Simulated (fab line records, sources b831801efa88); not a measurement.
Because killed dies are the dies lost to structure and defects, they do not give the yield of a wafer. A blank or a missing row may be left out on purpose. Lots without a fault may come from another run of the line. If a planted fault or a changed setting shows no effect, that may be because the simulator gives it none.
Which tool was responsible? :: flow gf180mcu :: 24 lots, 72 wafers sampled, at 6 steps of a route of 602

== WHAT THE GAUGES SHOWED, per wafer ==
GF_V4_BOW_MEAS_05. Usual: V4_BOW gives 134 um (standard deviation 9.3).
lot: L074
measured: day 23 06:57
on: filmMetro-02
V4_BOW (um): 156 140 145
flag: 

lot: L075
measured: day 23 15:46
on: filmMetro-02
V4_BOW (um): 131 133 133
flag: 

lot: L076
measured: day 24 04:38
on: filmMetro-02
V4_BOW (um): 136 147 147
flag: 

lot: L077
measured: day 24 12:01
on: filmMetro-04
V4_BOW (um): 132 128 121
flag: 

lot: L078
measured: day 25 01:25
on: filmMetro-03
V4_BOW (um): 129 137 152
flag: 

lot: L079
measured: day 25 07:11
on: filmMetro-04
V4_BOW (um): 141 130 117
flag: 

lot: L080
measured: day 25 15:25
on: filmMetro-03
V4_BOW (um): 123 119 127
flag: 

lot: L081
measured: day 26 04:13
on: filmMetro-02
V4_BOW (um): 145 145 143
flag: 

lot: L082
measured: day 26 04:19
on: filmMetro-04
V4_BOW (um): 140 115 132
flag: 

lot: L083
measured: day 26 21:13
on: filmMetro-04
V4_BOW (um): 118 140 120
flag: 

lot: L084
measured: day 27 04:25
on: filmMetro-03
V4_BOW (um): 136 134 138
flag: 

lot: L085
measured: day 27 05:13
on: filmMetro-04
V4_BOW (um): 122 136 137
flag: 

lot: L086
measured: day 27 10:52
on: filmMetro-03
V4_BOW (um): 143 139 137
flag: 

lot: L087
measured: day 27 20:06
on: filmMetro-04
V4_BOW (um): 138 132 135
flag: 

lot: L088
measured: day 28 04:24
on: filmMetro-02
V4_BOW (um): 121 123 122
flag: 

lot: L089
measured: day 28 10:23
on: filmMetro-03
V4_BOW (um): 126 130 139
flag: 

lot: L090
measured: day 28 23:31
on: filmMetro-04
V4_BOW (um): 142 137 155
flag: 

lot: L091
measured: day 29 01:16
on: filmMetro-04
V4_BOW (um): 134 136 132
flag: 

lot: L092
measured: day 29 07:53
on: filmMetro-04
V4_BOW (um): 125 127 139
flag: 

lot: L093
measured: day 29 15:19
on: filmMetro-03
V4_BOW (um): 124 124 123
flag: 

lot: L094
measured: day 29 22:14
on: filmMetro-04
V4_BOW (um): 131 132 130
flag: 

lot: L095
measured: day 30 08:50
on: filmMetro-04
V4_BOW (um): 143 144 136
flag: 

lot: L096
measured: day 30 11:40
on: filmMetro-02
V4_BOW (um): 146 150 149
flag: 

lot: L097
measured: day 30 12:36
on: filmMetro-03
V4_BOW (um): 124 125 120
flag: 

GF_V4_RS_MEAS_24: uses a four-point probe to measure. Usual: V4_W_RS gives 0.328 ohm/sq (standard deviation 0.0034).
lot: L074
measured: day 24 06:40
on: filmMetro-04
V4_W_RS (ohm/sq): 0.325 0.326 0.325
flag: 

lot: L075
measured: day 24 14:33
on: filmMetro-02
V4_W_RS (ohm/sq): 0.327 0.329 0.327
flag: 

lot: L076
measured: day 25 03:23
on: filmMetro-04
V4_W_RS (ohm/sq): 0.332 0.329 0.332
flag: 

lot: L077
measured: day 25 09:17
on: filmMetro-02
V4_W_RS (ohm/sq): 0.325 0.322 0.331
flag: 

lot: L078
measured: day 25 23:53
on: filmMetro-04
V4_W_RS (ohm/sq): 0.326 0.327 0.327
flag: 

lot: L079
measured: day 26 05:15
on: filmMetro-03
V4_W_RS (ohm/sq): 0.331 0.331 0.332
flag: 

lot: L080
measured: day 26 13:41
on: filmMetro-02
V4_W_RS (ohm/sq): 0.326 0.328 0.328
flag: 

lot: L081
measured: day 27 01:33
on: filmMetro-03
V4_W_RS (ohm/sq): 0.331 0.326 0.329
flag: 

lot: L082
measured: day 27 01:13
on: filmMetro-02
V4_W_RS (ohm/sq): 0.330 0.327 0.329
flag: 

lot: L083
measured: day 27 17:50
on: filmMetro-02
V4_W_RS (ohm/sq): 0.325 0.325 0.326
flag: 

lot: L084
measured: day 28 01:53
on: filmMetro-03
V4_W_RS (ohm/sq): 0.330 0.332 0.329
flag: 

lot: L085
measured: day 28 02:48
on: filmMetro-04
V4_W_RS (ohm/sq): 0.328 0.329 0.333
flag: 

lot: L086
measured: day 28 07:34
on: filmMetro-02
V4_W_RS (ohm/sq): 0.326 0.323 0.326
flag: 

lot: L087
measured: day 28 16:46
on: filmMetro-04
V4_W_RS (ohm/sq): 0.328 0.325 0.325
flag: 

lot: L088
measured: day 28 23:58
on: filmMetro-04
V4_W_RS (ohm/sq): 0.332 0.323 0.332
flag: 

lot: L089
measured: day 29 07:01
on: filmMetro-03
V4_W_RS (ohm/sq): 0.327 0.328 0.326
flag: 

lot: L090
measured: day 29 19:27
on: filmMetro-04
V4_W_RS (ohm/sq): 0.329 0.329 0.329
flag: 

lot: L091
measured: day 29 21:25
on: filmMetro-03
V4_W_RS (ohm/sq): 0.327 0.323 0.325
flag: 

lot: L092
measured: day 30 03:31
on: filmMetro-04
V4_W_RS (ohm/sq): 0.330 0.326 0.332
flag: 

lot: L093
measured: day 30 11:00
on: filmMetro-04
V4_W_RS (ohm/sq): 0.335 0.332 0.335
flag: 

lot: L094
measured: day 30 17:16
on: filmMetro-04
V4_W_RS (ohm/sq): 0.329 0.327 0.325
flag: 

lot: L095
measured: day 31 03:51
on: filmMetro-03
V4_W_RS (ohm/sq): 0.333 0.328 0.334
flag: 

lot: L096
measured: day 31 06:15
on: filmMetro-02
V4_W_RS (ohm/sq): 0.323 0.319 0.322
flag: 

lot: L097
measured: day 31 07:56
on: filmMetro-03
V4_W_RS (ohm/sq): 0.325 0.325 0.329
flag: 

GF_TOP_METAL_OVL_MEAS_15. Usual: TOP_METAL_OVL gives 0.2 nm (standard deviation 1.4).
lot: L074
measured: day 27 23:08
on: overlay-01
TOP_METAL_OVL (nm): 2.2 2.9 0.7
flag: 

lot: L075
measured: day 28 05:05
on: overlay-01
TOP_METAL_OVL (nm): 1.1 0.4 2.2
flag: 

lot: L076
measured: day 28 17:07
on: overlay-01
TOP_METAL_OVL (nm): 3.0 1.8 0.1
flag: 

lot: L077
measured: day 28 22:38
on: overlay-01
TOP_METAL_OVL (nm): -0.8 -0.3 0.6
flag: 

lot: L078
measured: day 29 09:34
on: overlay-01
TOP_METAL_OVL (nm): -1.3 0.1 -1.5
flag: 

lot: L079
measured: day 29 17:51
on: overlay-01
TOP_METAL_OVL (nm): 2.8 1.1 2.7
flag: 

lot: L080
measured: day 30 00:44
on: overlay-01
TOP_METAL_OVL (nm): -1.2 -0.6 0.2
flag: 

lot: L081
measured: day 30 11:20
on: overlay-01
TOP_METAL_OVL (nm): 0.1 0.4 0.3
flag: 

lot: L082
measured: day 30 10:52
on: overlay-01
TOP_METAL_OVL (nm): 1.3 -1.9 -1.6
flag: 

lot: L083
measured: day 31 00:22
on: overlay-01
TOP_METAL_OVL (nm): -0.7 1.2 0.0
flag: 

lot: L084
measured: day 31 07:38
on: overlay-01
TOP_METAL_OVL (nm): -1.2 -0.8 -0.2
flag: 

lot: L085
measured: day 31 09:50
on: overlay-01
TOP_METAL_OVL (nm): 1.8 -0.6 1.3
flag: 

lot: L086
measured: day 31 12:53
on: overlay-01
TOP_METAL_OVL (nm): 1.5 2.7 1.6
flag: 

lot: L087
measured: day 31 22:03
on: overlay-01
TOP_METAL_OVL (nm): 0.3 0.8 0.2
flag: 

lot: L088
measured: day 32 05:26
on: overlay-01
TOP_METAL_OVL (nm): -0.1 2.2 0.8
flag: 

lot: L089
measured: day 32 11:11
on: overlay-01
TOP_METAL_OVL (nm): -0.7 -1.7 -0.7
flag: 

lot: L090
measured: day 32 21:11
on: overlay-01
TOP_METAL_OVL (nm): 0.2 1.9 0.6
flag: 

lot: L091
measured: day 32 22:32
on: overlay-01
TOP_METAL_OVL (nm): 2.7 0.5 1.2
flag: 

lot: L092
measured: day 33 03:47
on: overlay-01
TOP_METAL_OVL (nm): -2.7 0.9 0.7
flag: 

lot: L093
measured: day 33 11:10
on: overlay-02
TOP_METAL_OVL (nm): -0.2 0.2 0.9
flag: 

lot: L094
measured: day 33 16:04
on: overlay-02
TOP_METAL_OVL (nm): -1.8 -0.7 -0.4
flag: 

lot: L095
measured: day 34 01:52
on: overlay-02
TOP_METAL_OVL (nm): 0.7 -1.2 -0.2
flag: 

lot: L096
measured: day 34 04:06
on: overlay-02
TOP_METAL_OVL (nm): -2.9 -1.3 -2.3
flag: 

lot: L097
measured: day 34 06:07
on: overlay-01
TOP_METAL_OVL (nm): 0.5 -0.8 0.2
flag: 

== WHICH TOOL RAN EACH LOT (tool, then ch and the chambers of the sampled wafers, then the start) ==
lot: L074
GF_M3_SPUTTER_00: pvdSputter-02, day 20 04:27
GF_V3_ETCH_17: rieDiel-01 ch 0,1,3, day 23 06:57 or earlier
GF_V4_CMP_26: cmp-02 ch 1,2,3, day 24 06:50

lot: L075
GF_M3_SPUTTER_00: pvdSputter-03, day 20 13:38
GF_V3_ETCH_17: rieDiel-01 ch 1,3, day 23 15:46 or earlier
GF_V4_CMP_26: cmp-02 ch 1,2, day 24 14:47

lot: L076
GF_M3_SPUTTER_00: pvdSputter-02, day 21 03:17
GF_V3_ETCH_17: rieDiel-02 ch 0,3, day 24 04:38 or earlier
GF_V4_CMP_26: cmp-02 ch 2,3, day 25 03:34

lot: L077
GF_M3_SPUTTER_00: pvdSputter-03, day 21 11:02
GF_V3_ETCH_17: rieDiel-01 ch 1,2, day 24 12:01 or earlier
GF_V4_CMP_26: cmp-01 ch 0,1,3, day 25 09:28

lot: L078
GF_M3_SPUTTER_00: pvdSputter-04, day 21 23:41
GF_V3_ETCH_17: rieDiel-01 ch 0,1,3, day 25 01:25 or earlier
GF_V4_CMP_26: cmp-01 ch 0,3, day 26 00:04

lot: L079
GF_M3_SPUTTER_00: pvdSputter-04, day 22 06:26
GF_V3_ETCH_17: rieDiel-04 ch 1,2,3, day 25 07:11 or earlier
GF_V4_CMP_26: cmp-01 ch 1,2,3, day 26 05:25

lot: L080
GF_M3_SPUTTER_00: pvdSputter-03, day 22 17:08
GF_V3_ETCH_17: rieDiel-04 ch 1,2, day 25 15:25 or earlier
GF_V4_CMP_26: cmp-02 ch 2,3, day 26 13:52

lot: L081
GF_M3_SPUTTER_00: pvdSputter-04, day 23 05:43
GF_V3_ETCH_17: rieDiel-04 ch 0,1,3, day 26 04:13 or earlier
GF_V4_CMP_26: cmp-02 ch 0,1,2, day 27 01:44

lot: L082
GF_M3_SPUTTER_00: pvdSputter-02, day 23 06:01
GF_V3_ETCH_17: rieDiel-01 ch 2,3, day 26 04:19 or earlier
GF_V4_CMP_26: cmp-01 ch 1,2,3, day 27 01:23

lot: L083
GF_M3_SPUTTER_00: pvdSputter-04, day 23 22:29
GF_V3_ETCH_17: rieDiel-01 ch 0,2,3, day 26 21:13 or earlier
GF_V4_CMP_26: cmp-01 ch 1,2, day 27 18:03

lot: L084
GF_M3_SPUTTER_00: pvdSputter-04, day 24 06:44
GF_V3_ETCH_17: rieDiel-01 ch 0,1,3, day 27 04:25 or earlier
GF_V4_CMP_26: cmp-02 ch 0,1, day 28 02:06

lot: L085
GF_M3_SPUTTER_00: pvdSputter-02, day 24 08:13
GF_V3_ETCH_17: rieDiel-01 ch 0,2,3, day 27 05:13 or earlier
GF_V4_CMP_26: cmp-02 ch 0,2, day 28 02:59

lot: L086
GF_M3_SPUTTER_00: pvdSputter-02, day 24 16:14
GF_V3_ETCH_17: rieDiel-02 ch 0,1,3, day 27 10:52 or earlier
GF_V4_CMP_26: cmp-01 ch 0,1,2, day 28 07:45

lot: L087
GF_M3_SPUTTER_00: pvdSputter-03, day 25 01:12
GF_V3_ETCH_17: rieDiel-01 ch 0,1,2, day 27 20:06 or earlier
GF_V4_CMP_26: cmp-02 ch 0,1,2, day 28 16:54

lot: L088
GF_M3_SPUTTER_00: pvdSputter-04, day 25 10:08
GF_V3_ETCH_17: rieDiel-04 ch 0,3, day 28 04:24 or earlier
GF_V4_CMP_26: cmp-01 ch 0,1, day 29 00:08

lot: L089
GF_M3_SPUTTER_00: pvdSputter-02, day 25 17:13
GF_V3_ETCH_17: rieDiel-04 ch 1,3, day 28 10:23 or earlier
GF_V4_CMP_26: cmp-01 ch 0,2,3, day 29 07:17

lot: L090
GF_M3_SPUTTER_00: pvdSputter-03, day 26 07:41
GF_V3_ETCH_17: rieDiel-02 ch 0,1,2, day 28 23:31 or earlier
GF_V4_CMP_26: cmp-02 ch 0,1,2, day 29 19:40

lot: L091
GF_M3_SPUTTER_00: pvdSputter-02, day 26 08:56
GF_V3_ETCH_17: rieDiel-01 ch 0,2,3, day 29 01:16 or earlier
GF_V4_CMP_26: cmp-02 ch 1,2, day 29 21:36

lot: L092
GF_M3_SPUTTER_00: pvdSputter-02, day 26 14:23
GF_V3_ETCH_17: rieDiel-02 ch 0,3, day 29 07:53 or earlier
GF_V4_CMP_26: cmp-01 ch 0,1,2, day 30 03:42

lot: L093
GF_M3_SPUTTER_00: pvdSputter-03, day 27 00:08
GF_V3_ETCH_17: rieDiel-04 ch 0,2,3, day 29 15:19 or earlier
GF_V4_CMP_26: cmp-01 ch 0,1,2, day 30 11:14

lot: L094
GF_M3_SPUTTER_00: pvdSputter-03, day 27 07:50
GF_V3_ETCH_17: rieDiel-01 ch 2,3, day 29 22:14 or earlier
GF_V4_CMP_26: cmp-02 ch 1,2,3, day 30 17:33

lot: L095
GF_M3_SPUTTER_00: pvdSputter-03, day 27 18:42
GF_V3_ETCH_17: rieDiel-04 ch 0,1,3, day 30 08:50 or earlier
GF_V4_CMP_26: cmp-01 ch 0,1,2, day 31 04:08

lot: L096
GF_M3_SPUTTER_00: pvdSputter-04, day 27 21:28
GF_V3_ETCH_17: rieDiel-01 ch 0,2,3, day 30 11:40 or earlier
GF_V4_CMP_26: cmp-02 ch 0,1, day 31 06:28

lot: L097
GF_M3_SPUTTER_00: pvdSputter-03, day 27 23:29
GF_V3_ETCH_17: rieDiel-04 ch 0,1,2, day 30 12:36 or earlier
GF_V4_CMP_26: cmp-01 ch 0,1, day 31 08:10
- GF_M3_SPUTTER_00: material Ti, target thk 37.5 nm, time 150 s.
- GF_V3_ETCH_17: etches SiO2 in C4F8/O2/Ar, stops on TiN, target depth 635 nm.
- GF_V4_CMP_26: polishes, stops on SiO2, t overpolish 15 s, target thk 0 nm.

== WHAT THE TOOLS THEMSELVES READ (means of the sampled wafers that have a number; where no wafer has one, the mark that the record gives instead) ==
GF_M3_SPUTTER_00. Usual: throttleValvePct reads 30.1 % (standard deviation 0.96).
lot: L074
tool: pvdSputter-02
throttleValvePct (%): 29.9
flag: 

lot: L075
tool: pvdSputter-03
throttleValvePct (%): 29.8
flag: 

lot: L076
tool: pvdSputter-02
throttleValvePct (%): 30.4
flag: 

lot: L077
tool: pvdSputter-03
throttleValvePct (%): 30.8
flag: 

lot: L078
tool: pvdSputter-04
throttleValvePct (%): 30.0
flag: 

lot: L079
tool: pvdSputter-04
throttleValvePct (%): 29.4
flag: 

lot: L080
tool: pvdSputter-03
throttleValvePct (%): 30.6
flag: 

lot: L081
tool: pvdSputter-04
throttleValvePct (%): 28.8
flag: 

lot: L082
tool: pvdSputter-02
throttleValvePct (%): 29.3
flag: 

lot: L083
tool: pvdSputter-04
throttleValvePct (%): 29.2
flag: 

lot: L084
tool: pvdSputter-04
throttleValvePct (%): 29.3
flag: 

lot: L085
tool: pvdSputter-02
throttleValvePct (%): 30.0
flag: 

lot: L086
tool: pvdSputter-02
throttleValvePct (%): 29.7
flag: 

lot: L087
tool: pvdSputter-03
throttleValvePct (%): 29.9
flag: 

lot: L088
tool: pvdSputter-04
throttleValvePct (%): 29.8
flag: 

lot: L089
tool: pvdSputter-02
throttleValvePct (%): 30.4
flag: 

lot: L090
tool: pvdSputter-03
throttleValvePct (%): 31.3
flag: 

lot: L091
tool: pvdSputter-02
throttleValvePct (%): 30.0
flag: 

lot: L092
tool: pvdSputter-02
throttleValvePct (%): 30.2
flag: 

lot: L093
tool: pvdSputter-03
throttleValvePct (%): 30.5
flag: 

lot: L094
tool: pvdSputter-03
throttleValvePct (%): 30.6
flag: 

lot: L095
tool: pvdSputter-03
throttleValvePct (%): 30.7
flag: 

lot: L096
tool: pvdSputter-04
throttleValvePct (%): 28.9
flag: 

lot: L097
tool: pvdSputter-03
throttleValvePct (%): 31.3
flag: 

GF_V3_ETCH_17. Usual: chamberPressureMTorr 40.00 mTorr, standard deviation 0.041; oesProductAu 0.856 a.u., standard deviation 0.0046.
lot: L074
tool: rieDiel-01
chamberPressureMTorr (mTorr): 39.98
oesProductAu (a.u.): 0.861
flag: 

lot: L075
tool: rieDiel-01
chamberPressureMTorr (mTorr): 40.00
oesProductAu (a.u.): 0.851
flag: 

lot: L076
tool: rieDiel-02
chamberPressureMTorr (mTorr): 40.00
oesProductAu (a.u.): 0.855
flag: 

lot: L077
tool: rieDiel-01
chamberPressureMTorr (mTorr): 40.01
oesProductAu (a.u.): 0.858
flag: 

lot: L078
tool: rieDiel-01
chamberPressureMTorr (mTorr): 40.02
oesProductAu (a.u.): 0.856
flag: 

lot: L079
tool: rieDiel-04
chamberPressureMTorr (mTorr): 39.99
oesProductAu (a.u.): 0.852
flag: 

lot: L080
tool: rieDiel-04
chamberPressureMTorr (mTorr): 40.03
oesProductAu (a.u.): 0.854
flag: 

lot: L081
tool: rieDiel-04
chamberPressureMTorr (mTorr): 40.01
oesProductAu (a.u.): 0.853
flag: 

lot: L082
tool: rieDiel-01
chamberPressureMTorr (mTorr): 40.03
oesProductAu (a.u.): 0.858
flag: 

lot: L083
tool: rieDiel-01
chamberPressureMTorr (mTorr): 39.96
oesProductAu (a.u.): 0.854
flag: 

lot: L084
tool: rieDiel-01
chamberPressureMTorr (mTorr): 40.03
oesProductAu (a.u.): 0.855
flag: 

lot: L085
tool: rieDiel-01
chamberPressureMTorr (mTorr): 40.00
oesProductAu (a.u.): 0.854
flag: 

lot: L086
tool: rieDiel-02
chamberPressureMTorr (mTorr): 39.99
oesProductAu (a.u.): 0.853
flag: 

lot: L087
tool: rieDiel-01
chamberPressureMTorr (mTorr): 39.99
oesProductAu (a.u.): 0.861
flag: 

lot: L088
tool: rieDiel-04
chamberPressureMTorr (mTorr): 40.03
oesProductAu (a.u.): 0.855
flag: 

lot: L089
tool: rieDiel-04
chamberPressureMTorr (mTorr): 40.00
oesProductAu (a.u.): 0.856
flag: 

lot: L090
tool: rieDiel-02
chamberPressureMTorr (mTorr): 39.97
oesProductAu (a.u.): 0.857
flag: 

lot: L091
tool: rieDiel-01
chamberPressureMTorr (mTorr): 40.02
oesProductAu (a.u.): 0.856
flag: 

lot: L092
tool: rieDiel-02
chamberPressureMTorr (mTorr): 39.98
oesProductAu (a.u.): 0.856
flag: 

lot: L093
tool: rieDiel-04
chamberPressureMTorr (mTorr): 39.94
oesProductAu (a.u.): 0.860
flag: 

lot: L094
tool: rieDiel-01
chamberPressureMTorr (mTorr): 40.00
oesProductAu (a.u.): 0.860
flag: 

lot: L095
tool: rieDiel-04
chamberPressureMTorr (mTorr): 39.96
oesProductAu (a.u.): 0.852
flag: 

lot: L096
tool: rieDiel-01
chamberPressureMTorr (mTorr): 40.03
oesProductAu (a.u.): 0.857
flag: 

lot: L097
tool: rieDiel-04
chamberPressureMTorr (mTorr): 40.01
oesProductAu (a.u.): 0.855
flag: 

GF_V4_CMP_26. Usual: motorCurrentA 10.3 A, standard deviation 1; overpolishRunS 14.999 s, standard deviation 0.0087; slurryFilterDpKPa 13.51 kPa, standard deviation 0.12; timeToEndpointS 84.6 s, standard deviation 2.7.
lot: L074
tool: cmp-02
motorCurrentA (A): 9.6
overpolishRunS (s): 15.000
slurryFilterDpKPa (kPa): 13.58
timeToEndpointS (s): 81.6
flag: 

lot: L075
tool: cmp-02
motorCurrentA (A): 10.4
overpolishRunS (s): 14.993
slurryFilterDpKPa (kPa): 13.49
timeToEndpointS (s): 84.8
flag: 

lot: L076
tool: cmp-02
motorCurrentA (A): 9.3
overpolishRunS (s): 14.999
slurryFilterDpKPa (kPa): 13.39
timeToEndpointS (s): 85.8
flag: 

lot: L077
tool: cmp-01
motorCurrentA (A): 10.4
overpolishRunS (s): 14.999
slurryFilterDpKPa (kPa): 13.50
timeToEndpointS (s): 83.5
flag: 

lot: L078
tool: cmp-01
motorCurrentA (A): 10.4
overpolishRunS (s): 15.004
slurryFilterDpKPa (kPa): 13.55
timeToEndpointS (s): 89.0
flag: 

lot: L079
tool: cmp-01
motorCurrentA (A): 10.3
overpolishRunS (s): 15.006
slurryFilterDpKPa (kPa): 13.35
timeToEndpointS (s): 83.3
flag: 

lot: L080
tool: cmp-02
motorCurrentA (A): 9.2
overpolishRunS (s): 14.988
slurryFilterDpKPa (kPa): 13.50
timeToEndpointS (s): 88.2
flag: 

lot: L081
tool: cmp-02
motorCurrentA (A): 10.5
overpolishRunS (s): 15.002
slurryFilterDpKPa (kPa): 13.55
timeToEndpointS (s): 85.9
flag: 

lot: L082
tool: cmp-01
motorCurrentA (A): 10.7
overpolishRunS (s): 14.999
slurryFilterDpKPa (kPa): 13.55
timeToEndpointS (s): 85.5
flag: 

lot: L083
tool: cmp-01
motorCurrentA (A): 10.5
overpolishRunS (s): 14.997
slurryFilterDpKPa (kPa): 13.55
timeToEndpointS (s): 86.4
flag: 

lot: L084
tool: cmp-02
motorCurrentA (A): 11.1
overpolishRunS (s): 15.002
slurryFilterDpKPa (kPa): 13.56
timeToEndpointS (s): 83.6
flag: 

lot: L085
tool: cmp-02
motorCurrentA (A): 10.6
overpolishRunS (s): 15.001
slurryFilterDpKPa (kPa): 13.52
timeToEndpointS (s): 87.5
flag: 

lot: L086
tool: cmp-01
motorCurrentA (A): 10.3
overpolishRunS (s): 14.991
slurryFilterDpKPa (kPa): 13.52
timeToEndpointS (s): 83.5
flag: 

lot: L087
tool: cmp-02
motorCurrentA (A): 10.8
overpolishRunS (s): 14.994
slurryFilterDpKPa (kPa): 13.48
timeToEndpointS (s): 86.3
flag: 

lot: L088
tool: cmp-01
motorCurrentA (A): 10.3
overpolishRunS (s): 14.998
slurryFilterDpKPa (kPa): 13.48
timeToEndpointS (s): 86.4
flag: 

lot: L089
tool: cmp-01
motorCurrentA (A): 11.0
overpolishRunS (s): 15.011
slurryFilterDpKPa (kPa): 13.64
timeToEndpointS (s): 87.2
flag: 

lot: L090
tool: cmp-02
motorCurrentA (A): 10.4
overpolishRunS (s): 14.994
slurryFilterDpKPa (kPa): 13.52
timeToEndpointS (s): 83.3
flag: 

lot: L091
tool: cmp-02
motorCurrentA (A): 9.6
overpolishRunS (s): 14.992
slurryFilterDpKPa (kPa): 13.56
timeToEndpointS (s): 81.7
flag: 

lot: L092
tool: cmp-01
motorCurrentA (A): 10.4
overpolishRunS (s): 15.003
slurryFilterDpKPa (kPa): 13.33
timeToEndpointS (s): 84.0
flag: 

lot: L093
tool: cmp-01
motorCurrentA (A): 10.5
overpolishRunS (s): 14.997
slurryFilterDpKPa (kPa): 13.64
timeToEndpointS (s): 79.1
flag: 

lot: L094
tool: cmp-02
motorCurrentA (A): 9.8
overpolishRunS (s): 14.999
slurryFilterDpKPa (kPa): 13.59
timeToEndpointS (s): 86.2
flag: 

lot: L095
tool: cmp-01
motorCurrentA (A): 10.6
overpolishRunS (s): 15.008
slurryFilterDpKPa (kPa): 13.46
timeToEndpointS (s): 85.4
flag: 

lot: L096
tool: cmp-02
motorCurrentA (A): 11.1
overpolishRunS (s): 15.002
slurryFilterDpKPa (kPa): 13.59
timeToEndpointS (s): 86.5
flag: 

lot: L097
tool: cmp-01
motorCurrentA (A): 9.9
overpolishRunS (s): 15.010
slurryFilterDpKPa (kPa): 13.50
timeToEndpointS (s): 81.9
flag: 

== THE ANSWER, worked out from the rows above alone ==
Rule: lot off if the mean of its wafers having a number is beyond 3 standard deviations from the usual mean. Also off: a lot with no number at a reading for which 4 or more lots have one. The other lots that the step has rows for count as sound. First the gauges in route order, then the tools' own readings, where a lot's mean is used as printed above. The first step at which some lot is off is used, and at that step the reading that is off furthest; a lot without a number counts as furthest.
Nothing can be told from this: no lot is off at any reading shown.

== WHAT THE SIMULATOR PUT IN ==
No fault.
